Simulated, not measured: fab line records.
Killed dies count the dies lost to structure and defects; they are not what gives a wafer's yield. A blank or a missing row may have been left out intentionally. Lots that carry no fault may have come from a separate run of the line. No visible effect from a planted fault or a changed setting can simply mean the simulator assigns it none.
2 desks, one fault / flow gf180mcu / each desk has only its own numbers; what lay behind them comes last

FROM THE METROLOGY DESK
Means of the sampled wafers that have a number, per lot and without regard to the tool the lot ran on: this is what the gauges read. Any lot whose mean is over 4 standard deviations away from the usual mean is out of limits and marked OUT; that distance is given in the brackets.
Columns: A = V3_W_RS at GF_V3_RS_MEAS_24, usual 0.327 ohm/sq; B = V3_W_THK at GF_V3_THK_MEAS_25, usual 360 nm
lot=L841; first seen here=day 23 20:37; A=0.326; B=368
lot=L846; first seen here=day 25 06:16; A=0.327; B=367
lot=L849; first seen here=day 26 07:45; A=0.330; B=360
lot=L857; first seen here=day 28 14:28; A=0.327; B=358
lot=L860; first seen here=day 29 10:40; A=0.332; B=363
This desk's verdict: no lot among the 5 shows anything out of limits.

THE TOOL OWNER'S DESK: pvdSputter-01
At GF_M4_SPUTTER_01 (material TiN, target thk 30 nm, time 25 s) the tool's own readings: per lot run on this tool, the mean of the sampled wafers that have a number. Any lot whose mean is over 4 standard deviations away from the usual mean is out of limits and marked OUT; that distance is given in the brackets.
Columns: A = throttleValvePct at GF_M4_SPUTTER_01, usual 30.3 %
lot=L846; first seen here=day 25 06:51; A=29.8
lot=L849; first seen here=day 26 08:17; A=30.3
This desk's verdict: no lot among the 2 shows anything out of limits.

PUT TOGETHER
Metrology desk: nothing out of limits seen.
Nothing out of limits was seen by the tool owner's desk.

WHAT THE SIMULATOR HAD INSERTED
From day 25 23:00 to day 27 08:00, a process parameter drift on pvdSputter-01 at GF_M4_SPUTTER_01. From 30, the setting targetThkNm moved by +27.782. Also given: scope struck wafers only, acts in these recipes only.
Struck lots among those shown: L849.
